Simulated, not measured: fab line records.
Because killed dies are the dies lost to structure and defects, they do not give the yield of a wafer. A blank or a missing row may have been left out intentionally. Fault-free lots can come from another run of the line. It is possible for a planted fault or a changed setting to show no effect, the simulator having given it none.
fab line records -- flow gf180mcu
record lots=7, wafers=21, lastDay=34
route steps=602 shown HV_LDD@200
lots that met no fault: taken from a fault-free run of the same line
startH: start of the lot's first displayed wafer, in hours after the record's first day -- waitH: time in hours since the lot's previous step -- " as in the row above -- L1.1+2: several wafers, shown together as one row -- - no value, or no start was given -- * or withheld: withheld -- < > ~ a bound
route shown NAME@n: NAME is a module with steps in the file, n the number in the route of the first one -- usual: the fault-free wafers' mean and standard deviation -- same: alike in all rows -- chamber/n: place in a boat -- sites: the reading at each site -- _std_site: standard deviation of those values -- _edge_site: the outer-site mean with the inner-site mean subtracted -- radiusMm: for every site, how far away it sits from the centre of the wafer -- mask NAME#n: copy n -- behind: the tool/chamber that last shaped the wafer -- hold: what put the lot on hold/how long, in hours/how the hold closed -- device: which transistor (n, p or np) failed to switch -- end of line: the same wafers' tests at the end of the route -- a step with no rows: only its recipe -- killed: count of dies lost to structure and defects at first sort (not the wafer's yield) -- map: per-die view of a wafer (x killed, . not killed, _ where there is no die)
set.NAME: the run value of the setting; set.NAME@STEP: its run value at that earlier step -- model.NAME: the simulator's own value behind a step, which no gauge read
certain route steps with their lots: each step a table, each wafer a row
services: the hour from which a tool's chamber was out of use, counted from the record's first day as startH (under 0 if before that day), plus the number of hours and why
## steps
# step GF_HV_LDD_DEHYDRATE_24
# recipe tempC=200, timeS=60
# step GF_HV_LDD_HMDS_25
# recipe primeTimeS=60, primeTempC=120
# step GF_HV_LDD_COAT_26
# recipe resist=NOVOLAK, spinRpm=3000, resistThkNm=1000
# step GF_HV_LDD_SOFTBAKE_27
# recipe tempC=90, timeS=60, resist=NOVOLAK
# step GF_HV_LDD_EXPOSE_28
# recipe maskId=Nplus_HV_AREA, targetCdNm=400, na=0.6, sourceShape=conventional, sigmaOuter=0.6, doseMj=140
# step GF_HV_LDD_PEB_29
# recipe tempC=withheld, timeS=*, resist=NOVOLAK
# step GF_HV_LDD_DEVELOP_30
# recipe developTimeS=60, devTempC=23
# step GF_HV_LDD_CD_MEAS_31
# recipe targetCdNm=400
# usual cdNm=400.2/2.4
lot.wafer,tool,chamber,startH,waitH,cdNm
L166.1,cdSem-02,-,283.17,0.1,399.2
L166.4,cdSem-02,-,283.17,0.1,402.0
L166.5,cdSem-02,-,283.17,0.1,402.4
L168.2,cdSem-02,-,299.48,0.1,398.7
L168.4,cdSem-02,-,299.48,0.1,401.2
L168.6,cdSem-02,-,299.48,0.1,400.1
L171.1,cdSem-02,-,323.17,0.1,404.3
L171.4,cdSem-02,-,323.17,0.1,405.0
L171.5,cdSem-02,-,323.17,0.1,404.6
L178.2,cdSem-02,-,383.01,0.1,398.7
L178.4,cdSem-02,-,383.01,0.1,398.3
L178.5,cdSem-02,-,383.01,0.1,398.0
L179.4,cdSem-01,-,384.02,0.1,399.0
L179.5,cdSem-01,-,384.02,0.1,399.0
L179.6,cdSem-01,-,384.02,0.1,401.4
L180.1,cdSem-01,-,399.01,0.1,404.5
L180.4,cdSem-01,-,399.01,0.1,403.7
L180.5,cdSem-01,-,399.01,0.1,401.7
L185.1,cdSem-01,-,438.60,0.2,401.8
L185.4,cdSem-01,-,438.60,0.2,399.9
L185.5,cdSem-01,-,438.60,0.2,399.7
# step GF_HV_LDD_OVL_MEAS_32
# usual HV_LDD_02_OVL=0.0/1.1
lot.wafer,tool,chamber,startH,waitH,HV_LDD_02_OVL[nm]
L166.1,overlay-02,-,283.29,0.1,1.7
L166.4,overlay-02,-,283.29,0.1,-0.5
L166.5,overlay-02,-,283.29,0.1,0.6
L168.2,overlay-02,-,299.59,0.1,1.5
L168.4,overlay-02,-,299.59,0.1,2.7
L168.6,overlay-02,-,299.59,0.1,1.2
L171.1,overlay-02,-,323.29,0.1,1.4
L171.4,overlay-02,-,323.29,0.1,0.5
L171.5,overlay-02,-,323.29,0.1,0.4
L178.2,overlay-01,-,383.11,0.1,0.5
L178.4,overlay-01,-,383.11,0.1,0.7
L178.5,overlay-01,-,383.11,0.1,0.6
L179.4,overlay-02,-,384.10,0.1,-0.4
L179.5,overlay-02,-,384.10,0.1,-0.4
L179.6,overlay-02,-,384.10,0.1,-1.4
L180.1,overlay-02,-,399.13,0.1,0.2
L180.4,overlay-02,-,399.13,0.1,-0.8
L180.5,overlay-02,-,399.13,0.1,-0.7
L185.1,overlay-01,-,438.72,0.1,0.7
L185.4,overlay-01,-,438.72,0.1,-1.1
L185.5,overlay-01,-,438.72,0.1,0.4
# step GF_HV_LDD_IMPLANT_33
# recipe species=P, energyKev=60, doseCm2=7.5e+12, tiltDeg=30, rotationDeg=0
# step GF_HV_LDD_IMPLANT_34
# recipe species=P, energyKev=60, doseCm2=7.5e+12, tiltDeg=30, rotationDeg=90
# step GF_HV_LDD_IMPLANT_35
# recipe species=P, energyKev=60, doseCm2=7.5e+12, tiltDeg=30, rotationDeg=180
# step GF_HV_LDD_IMPLANT_36
# recipe species=P, energyKev=60, doseCm2=7.5e+12, tiltDeg=30, rotationDeg=270
# usual beamEnergyKeV=60.000/0.017, beamOnS=10.01/0.23, endStationPressureTorr=5.05e-06/2.7e-07
lot.wafer,tool,chamber,startH,waitH,beamEnergyKeV,beamOnS,endStationPressureTorr
L166.1,implanter-03,0,283.77,0.1,59.982,10.31,5.02e-06
L166.4,implanter-03,0,283.77,0.1,59.998,9.62,5.21e-06
L166.5,implanter-03,0,283.77,0.1,60.004,10.19,4.81e-06
L168.2,implanter-03,0,300.09,0.1,60.013,10.08,4.58e-06
L168.4,implanter-03,0,300.09,0.1,60.019,10.00,4.5e-06
L168.6,implanter-03,0,300.09,0.1,60.024,9.77,4.97e-06
L171.1,implanter-02,0,323.77,0.1,60.020,9.98,5.29e-06
L171.4,implanter-02,0,323.77,0.1,60.006,10.29,5.69e-06
L171.5,implanter-02,0,323.77,0.1,59.995,9.98,5.22e-06
L178.2,implanter-02,-,383.62,0.1,-,-,-
L178.4,implanter-02,-,383.62,0.1,-,-,-
L178.5,implanter-02,-,383.62,0.1,-,-,-
L179.4,implanter-03,-,384.64,0.1,-,-,-
L179.5,implanter-03,-,384.64,0.1,-,-,-
L179.6,implanter-03,-,384.64,0.1,-,-,-
L180.1,implanter-01,-,399.62,0.1,-,-,-
L180.4,implanter-01,-,399.62,0.1,-,-,-
L180.5,implanter-01,-,399.62,0.1,-,-,-
L185.1,implanter-02,0,439.20,0.1,60.017,9.94,5e-06
L185.4,implanter-02,0,439.20,0.1,60.010,10.13,4.58e-06
L185.5,implanter-02,0,439.20,0.1,60.001,9.56,5.24e-06
# step GF_HV_LDD_STRIP_37
# recipe chemistry=O2/N2, powerW=1400, pressureMtorr=1500, platenTempC=250, o2FlowSccm=3000, n2FlowSccm=300, overashFraction=0.5
# usual drypumpMotorCurrentA=5.8/0.36, heaterPowerW=329/22, oesProductAu=0.715/0.0042, stripTimeToEndpointS=12.639/0.03
lot.wafer,tool,chamber,startH,waitH,drypumpMotorCurrentA,heaterPowerW,oesProductAu,rfHoursCounterH,stripTimeToEndpointS
L166.1,plasmaAsher-01,0,283.92,0.1,5.6,310,0.715,19,12.671
L166.4,plasmaAsher-01,1,283.92,0.1,6.0,335,0.716,-,12.614
L166.5,plasmaAsher-01,0,283.92,0.1,5.6,298,0.714,-,12.615
L168.2,plasmaAsher-01,0,300.22,0.1,5.6,303,0.711,20,12.653
L168.4,plasmaAsher-01,0,300.22,0.1,5.6,296,0.714,-,12.637
L168.6,plasmaAsher-01,0,300.22,0.1,5.6,302,0.711,-,12.658
L171.1,plasmaAsher-04,1,323.92,0.1,5.3,325,0.710,65,12.665
L171.4,plasmaAsher-04,1,323.92,0.1,5.3,316,0.713,-,12.639
L171.5,plasmaAsher-04,0,323.92,0.1,6.2,343,0.715,-,12.652
L178.2,plasmaAsher-01,0,383.74,0.1,5.6,298,0.717,29,12.631
L178.4,plasmaAsher-01,0,383.74,0.1,5.6,301,0.718,-,12.611
L178.5,plasmaAsher-01,0,383.74,0.1,5.6,302,0.716,-,12.643
L179.4,plasmaAsher-01,1,384.75,0.1,6.0,334,0.714,-,12.640
L179.5,plasmaAsher-01,1,384.75,0.1,6.0,331,0.711,-,12.655
L179.6,plasmaAsher-01,0,384.75,0.1,5.6,305,0.718,-,12.617
L180.1,plasmaAsher-03,1,399.77,0.1,5.4,321,0.715,79,12.680
L180.4,plasmaAsher-03,0,399.77,0.1,6.2,374,0.714,-,12.704
L180.5,plasmaAsher-03,1,399.77,0.1,5.4,312,0.719,-,12.668
L185.1,plasmaAsher-03,0,439.35,0.1,6.2,379,0.719,83,12.647
L185.4,plasmaAsher-03,0,439.35,0.1,6.2,373,0.716,-,12.697
L185.5,plasmaAsher-03,1,439.35,0.1,5.4,321,0.714,-,12.672
# step GF_HV_LDD_TW_MEAS_38
# usual HV_LDD_3_TW=1447/6.7
lot.wafer,tool,chamber,startH,waitH,hold,HV_LDD_3_TW
L166.1,filmMetro-04,-,284.02,0.1,-,1452
L166.4,filmMetro-04,-,284.02,0.1,-,1446
L166.5,filmMetro-04,-,284.02,0.1,-,1441
L168.2,filmMetro-03,-,300.33,0.1,-,1438
L168.4,filmMetro-03,-,300.33,0.1,-,1447
L168.6,filmMetro-03,-,300.33,0.1,-,1444
L171.1,filmMetro-04,-,324.02,0.1,-,1454
L171.4,filmMetro-04,-,324.02,0.1,-,1458
L171.5,filmMetro-04,-,324.02,0.1,-,1459
L178.2,filmMetro-03,-,383.85,0.1,awaitDispo/0.2h/release,1311
L178.4,filmMetro-03,-,383.85,0.1,awaitDispo/0.2h/release,1322
L178.5,filmMetro-03,-,383.85,0.1,awaitDispo/0.2h/release,1311
L178.2,filmMetro-03,-,384.08,0.2,-,1314
L178.4,filmMetro-03,-,384.08,0.2,-,1310
L178.5,filmMetro-03,-,384.08,0.2,-,1315
L179.4,filmMetro-01,-,384.84,0.1,awaitDispo/0.2h/release,1327
L179.5,filmMetro-01,-,384.84,0.1,awaitDispo/0.2h/release,1327
L179.6,filmMetro-01,-,384.84,0.1,awaitDispo/0.2h/release,1328
L179.4,filmMetro-01,-,385.15,0.3,-,1323
L179.5,filmMetro-01,-,385.15,0.3,-,1324
L179.6,filmMetro-01,-,385.15,0.3,-,1326
L180.1,filmMetro-04,-,399.87,0.1,awaitDispo/0.2h/release,1318
L180.4,filmMetro-04,-,399.87,0.1,awaitDispo/0.2h/release,1326
L180.5,filmMetro-04,-,399.87,0.1,awaitDispo/0.2h/release,1316
L180.1,filmMetro-04,-,400.10,0.2,-,1322
L180.4,filmMetro-04,-,400.10,0.2,-,1319
L180.5,filmMetro-04,-,400.10,0.2,-,1314
L185.1,filmMetro-03,-,439.45,0.1,-,1446
L185.4,filmMetro-03,-,439.45,0.1,-,1454
L185.5,filmMetro-03,-,439.45,0.1,-,1448
# step GF_HV_LDD_HMDS_40
# recipe primeTimeS=60, primeTempC=120
# step GF_HV_LDD_COAT_41
# recipe resist=NOVOLAK, spinRpm=3000, resistThkNm=1000
# step GF_HV_LDD_SOFTBAKE_42
# recipe tempC=90, timeS=60, resist=NOVOLAK
# step GF_HV_LDD_EXPOSE_43
# recipe maskId=Pplus_HV_AREA, targetCdNm=400, na=0.6, sourceShape=conventional, sigmaOuter=0.6, doseMj=140
# step GF_HV_LDD_PEB_44
# recipe tempC=withheld, timeS=*, resist=NOVOLAK
# step GF_HV_LDD_DEVELOP_45
# recipe developTimeS=60, devTempC=23
# step GF_HV_LDD_CD_MEAS_46
# recipe targetCdNm=400
# usual cdNm=400.0/2.5
lot.wafer,tool,chamber,startH,waitH,cdNm
L166.1,cdSem-02,-,303.24,0.1,397.6
L166.4,cdSem-02,-,303.24,0.1,397.2
L166.5,cdSem-02,-,303.24,0.1,396.6
L168.2,cdSem-01,-,321.01,0.1,399.7
L168.4,cdSem-01,-,321.01,0.1,402.0
L168.6,cdSem-01,-,321.01,0.1,400.6
L171.1,cdSem-01,-,345.31,0.1,396.4
L171.4,cdSem-01,-,345.31,0.1,396.9
L171.5,cdSem-01,-,345.31,0.1,396.1
L178.2,cdSem-02,-,406.53,0.1,401.6
L178.4,cdSem-02,-,406.53,0.1,398.1
L178.5,cdSem-02,-,406.53,0.1,399.4
L179.4,cdSem-02,-,408.50,0.1,398.7
L179.5,cdSem-02,-,408.50,0.1,398.0
L179.6,cdSem-02,-,408.50,0.1,398.3
L180.1,cdSem-01,-,423.01,0.1,398.9
L180.4,cdSem-01,-,423.01,0.1,397.8
L180.5,cdSem-01,-,423.01,0.1,399.9
L185.1,cdSem-01,-,463.79,0.1,398.5
L185.4,cdSem-01,-,463.79,0.1,397.4
L185.5,cdSem-01,-,463.79,0.1,398.1
# step GF_HV_LDD_OVL_MEAS_47
# usual HV_LDD_03_OVL=1.3/1.5
lot.wafer,tool,chamber,startH,waitH,HV_LDD_03_OVL[nm]
L166.1,overlay-01,-,303.36,0.1,1.0
L166.4,overlay-01,-,303.36,0.1,0.1
L166.5,overlay-01,-,303.36,0.1,-0.7
L168.2,overlay-01,-,321.11,0.1,0.9
L168.4,overlay-01,-,321.11,0.1,2.6
L168.6,overlay-01,-,321.11,0.1,3.7
L171.1,overlay-02,-,345.43,0.1,2.7
L171.4,overlay-02,-,345.43,0.1,2.5
L171.5,overlay-02,-,345.43,0.1,3.3
L178.2,overlay-01,-,406.63,0.1,2.7
L178.4,overlay-01,-,406.63,0.1,0.9
L178.5,overlay-01,-,406.63,0.1,-0.7
L179.4,overlay-01,-,408.57,0.1,2.2
L179.5,overlay-01,-,408.57,0.1,1.8
L179.6,overlay-01,-,408.57,0.1,0.7
L180.1,overlay-02,-,423.13,0.1,3.6
L180.4,overlay-02,-,423.13,0.1,1.0
L180.5,overlay-02,-,423.13,0.1,1.2
L185.1,overlay-02,-,463.91,0.1,3.0
L185.4,overlay-02,-,463.91,0.1,3.1
L185.5,overlay-02,-,463.91,0.1,1.0
# step GF_HV_LDD_IMPLANT_48
# recipe species=B, energyKev=25, doseCm2=3e+13, tiltDeg=7
# step GF_HV_LDD_STRIP_49
# recipe chemistry=O2/N2, powerW=1400, pressureMtorr=1500, platenTempC=250, o2FlowSccm=3000, n2FlowSccm=300, overashFraction=0.5
# usual drypumpMotorCurrentA=5.8/0.39, heaterPowerW=331/22, oesProductAu=0.716/0.0047, stripTimeToEndpointS=12.632/0.028
lot.wafer,tool,chamber,startH,waitH,drypumpMotorCurrentA,heaterPowerW,oesProductAu,rfHoursCounterH,stripTimeToEndpointS
L166.1,plasmaAsher-04,1,303.54,0.1,5.3,325,0.714,63,12.657
L166.4,plasmaAsher-04,0,303.54,0.1,6.2,336,0.709,-,12.619
L166.5,plasmaAsher-04,1,303.54,0.1,5.3,324,0.710,-,12.673
L168.2,plasmaAsher-01,0,321.29,0.1,5.6,299,0.711,22,12.665
L168.4,plasmaAsher-01,1,321.29,0.1,6.0,335,0.713,-,12.631
L168.6,plasmaAsher-01,1,321.29,0.1,6.0,336,0.723,-,12.650
L171.1,plasmaAsher-03,1,345.61,0.1,5.4,313,0.715,74,12.695
L171.4,plasmaAsher-03,0,345.61,0.1,6.2,373,0.718,-,12.614
L171.5,plasmaAsher-03,0,345.61,0.1,6.2,381,0.722,-,12.617
L178.2,plasmaAsher-04,1,406.81,0.1,5.3,336,0.711,74,12.652
L178.4,plasmaAsher-04,1,406.81,0.1,5.3,320,0.720,-,12.651
L178.5,plasmaAsher-04,0,406.81,0.1,6.3,346,0.719,-,12.696
L179.4,plasmaAsher-03,1,408.78,0.1,5.4,314,0.713,-,12.602
L179.5,plasmaAsher-03,1,408.78,0.1,5.4,315,0.715,-,12.624
L179.6,plasmaAsher-03,0,408.78,0.1,6.2,376,0.711,-,12.621
L180.1,plasmaAsher-01,1,423.31,0.1,6.0,334,0.709,33,12.609
L180.4,plasmaAsher-01,0,423.31,0.1,5.6,307,0.711,-,12.644
L180.5,plasmaAsher-01,0,423.31,0.1,5.6,306,0.722,-,12.607
L185.1,plasmaAsher-04,1,464.09,0.1,5.3,313,0.709,3,12.667
L185.4,plasmaAsher-04,1,464.09,0.1,5.3,317,0.712,-,12.657
L185.5,plasmaAsher-04,0,464.09,0.1,6.2,345,0.720,-,12.615
# step GF_HV_LDD_TW_MEAS_50
# usual HV_LDD_4_TW=573.6/2.8
lot.wafer,tool,chamber,startH,waitH,HV_LDD_4_TW
L166.1,filmMetro-01,-,303.64,0.1,577.2
L166.4,filmMetro-01,-,303.64,0.1,574.4
L166.5,filmMetro-01,-,303.64,0.1,575.9
L168.2,filmMetro-04,-,321.40,0.1,577.1
L168.4,filmMetro-04,-,321.40,0.1,577.1
L168.6,filmMetro-04,-,321.40,0.1,577.2
L171.1,filmMetro-04,-,345.71,0.1,571.4
L171.4,filmMetro-04,-,345.71,0.1,571.1
L171.5,filmMetro-04,-,345.71,0.1,570.0
L178.2,filmMetro-03,-,406.92,0.1,571.8
L178.4,filmMetro-03,-,406.92,0.1,577.7
L178.5,filmMetro-03,-,406.92,0.1,573.8
L179.4,filmMetro-03,-,408.87,0.1,572.8
L179.5,filmMetro-03,-,408.87,0.1,571.8
L179.6,filmMetro-03,-,408.87,0.1,575.3
L180.1,filmMetro-04,-,423.41,0.1,572.2
L180.4,filmMetro-04,-,423.41,0.1,571.0
L180.5,filmMetro-04,-,423.41,0.1,573.7
L185.1,filmMetro-01,-,464.19,0.1,576.6
L185.4,filmMetro-01,-,464.19,0.1,570.2
L185.5,filmMetro-01,-,464.19,0.1,572.2
# step GF_HV_LDD_CLEAN_51
# recipe chemistry=SC1/SC2, mix=1:4:20, tempC=70, timeS=150, dry=n2Spin
# step GF_HV_LDD_RTA_52
# recipe tempC=1000, timeS=10, ambient=N2
# usual lampPowerPct=37/3.3, wafer_temp_C_max=1004.9/0.96
lot.wafer,tool,chamber,startH,waitH,lampPowerPct,wafer_temp_C_max
L166.1,rtpAnneal-02,0,303.75,0.0,33,1005.3
L166.4,rtpAnneal-02,0,303.75,0.0,33,1005.2
L166.5,rtpAnneal-02,0,303.75,0.0,33,1007.2
L168.2,rtpAnneal-01,0,321.51,0.0,40,1005.4
L168.4,rtpAnneal-01,0,321.51,0.0,40,1004.1
L168.6,rtpAnneal-01,0,321.51,0.0,40,1003.3
L171.1,rtpAnneal-02,0,345.82,0.0,33,1003.6
L171.4,rtpAnneal-02,0,345.82,0.0,33,1003.5
L171.5,rtpAnneal-02,0,345.82,0.0,33,1005.9
L178.2,rtpAnneal-01,0,407.03,0.0,40,1004.0
L178.4,rtpAnneal-01,0,407.03,0.0,40,1006.2
L178.5,rtpAnneal-01,0,407.03,0.0,40,1005.4
L179.4,rtpAnneal-02,0,408.99,0.0,33,1006.6
L179.5,rtpAnneal-02,0,408.99,0.0,33,1004.4
L179.6,rtpAnneal-02,0,408.99,0.0,33,1004.9
L180.1,rtpAnneal-01,0,423.53,0.0,40,1004.0
L180.4,rtpAnneal-01,0,423.53,0.0,40,1007.7
L180.5,rtpAnneal-01,0,423.53,0.0,40,1003.5
L185.1,rtpAnneal-02,0,464.36,0.0,33,1006.8
L185.4,rtpAnneal-02,0,464.36,0.0,33,1004.2
L185.5,rtpAnneal-02,0,464.36,0.0,33,1004.3
# step GF_HV_LDD_RS_MEAS_53
# recipe thkMeasGauge=four-point-probe
# usual HV_LDD_RS=418.3/1.1
lot.wafer,tool,chamber,startH,waitH,hold,HV_LDD_RS[ohm/sq]
L166.1,filmMetro-04,-,303.82,0.1,-,420.7
L166.4,filmMetro-04,-,303.82,0.1,-,419.1
L166.5,filmMetro-04,-,303.82,0.1,-,420.4
L168.2,filmMetro-04,-,321.59,0.1,-,417.4
L168.4,filmMetro-04,-,321.59,0.1,-,417.4
L168.6,filmMetro-04,-,321.59,0.1,-,417.2
L171.1,filmMetro-04,-,345.89,0.1,-,420.0
L171.4,filmMetro-04,-,345.89,0.1,-,418.6
L171.5,filmMetro-04,-,345.89,0.1,-,420.6
L178.2,filmMetro-03,-,407.11,0.1,awaitDispo/0.2h/release,437.4
L178.4,filmMetro-03,-,407.11,0.1,awaitDispo/0.2h/release,438.3
L178.5,filmMetro-03,-,407.11,0.1,awaitDispo/0.2h/release,437.3
L178.2,filmMetro-03,-,407.40,0.3,-,438.5
L178.4,filmMetro-03,-,407.40,0.3,-,438.3
L178.5,filmMetro-03,-,407.40,0.3,-,437.0
L179.4,filmMetro-03,-,409.08,0.1,awaitDispo/0.2h/release,440.8
L179.5,filmMetro-03,-,409.08,0.1,awaitDispo/0.2h/release,440.3
L179.6,filmMetro-03,-,409.08,0.1,awaitDispo/0.2h/release,438.8
L179.4,filmMetro-03,-,409.37,0.3,-,440.3
L179.5,filmMetro-03,-,409.37,0.3,-,439.5
L179.6,filmMetro-03,-,409.37,0.3,-,439.9
L180.1,filmMetro-04,-,423.59,0.1,awaitDispo/0.2h/release,438.8
L180.4,filmMetro-04,-,423.59,0.1,awaitDispo/0.2h/release,437.9
L180.5,filmMetro-04,-,423.59,0.1,awaitDispo/0.2h/release,439.2
L180.1,filmMetro-04,-,423.88,0.3,-,438.7
L180.4,filmMetro-04,-,423.88,0.3,-,438.9
L180.5,filmMetro-04,-,423.88,0.3,-,439.7
L185.1,filmMetro-04,-,464.43,0.1,-,418.1
L185.4,filmMetro-04,-,464.43,0.1,-,418.3
L185.5,filmMetro-04,-,464.43,0.1,-,418.0
## services
tool,chamber,startH,hours,kind
plasmaAsher-03,-,357.04,2.6,repair
implanter-02,-,363.22,13.9,pm
rtpAnneal-01,-,364.25,3.3,pm
plasmaAsher-04,-,373.39,0.7,repair
implanter-01,-,377.16,3.3,repair
plasmaAsher-03,-,409.28,2.8,pm
implanter-01,-,416.92,7.9,repair
implanter-01,-,417.98,3.1,repair
implanter-02,-,420.67,5.0,repair
plasmaAsher-04,-,421.25,9.0,pm
plasmaAsher-04,0,421.25,9.0,ventCycle
plasmaAsher-04,1,421.25,9.0,ventCycle
plasmaAsher-04,0,430.25,-,clean
plasmaAsher-04,1,430.25,-,clean
plasmaAsher-01,-,433.12,1.1,repair
implanter-03,-,461.82,4.7,pm
## key
firstSign step=GF_HV_LDD_IMPLANT_36, reading=toolRecord, direction=missing
effect step=GF_HV_LDD_TW_MEAS_38, reading=visit, direction=added
effect step=GF_HV_LDD_TW_MEAS_38, reading=HV_LDD_3_TW, direction=down, sigmas=19, usual=1447, struck=1321
effect step=GF_HV_LDD_RS_MEAS_53, reading=visit, direction=added
effect step=GF_HV_LDD_RS_MEAS_53, reading=HV_LDD_RS, direction=up, sigmas=18, usual=418.3, struck=438.8
metAt GF_HV_LDD_IMPLANT_36
struckWafers L178.2,L178.4,L178.5,L179.4,L179.5,L179.6,L180.1,L180.4,L180.5
laterRowsLeftOut L178.2,L178.4,L178.5,L179.4,L179.5,L179.6,L180.1,L180.4,L180.5
sortLeftOut L178.2,L178.4,L178.5,L179.4,L179.5,L179.6,L180.1,L180.4,L180.5
testerLeftOut L178,L179,L180
onsetBetween 323.77 383.62
fault kind=skippedStepWhole, tool=implanter-01,implanter-02,implanter-03, chamber=-, onsetH=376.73, steps=GF_HV_LDD_IMPLANT_36, scope=struckLotsOnly
# testerLeftOut: of these lots the tester's yield and bins aren't shown, on N5 and GAA mostly nor the transistor test; their killed dies are dies lost to structure and defects alone, not to doping, threshold or leakage, so they don't give the yield
# sortLeftOut: the simulated sort isn't trusted on such a fault, so these wafers' sort isn't shown, and their yield isn't known
# laterRowsLeftOut: the simulator's readings of these wafers behind a module that went badly wrong aren't trusted and aren't shown, but for the sort
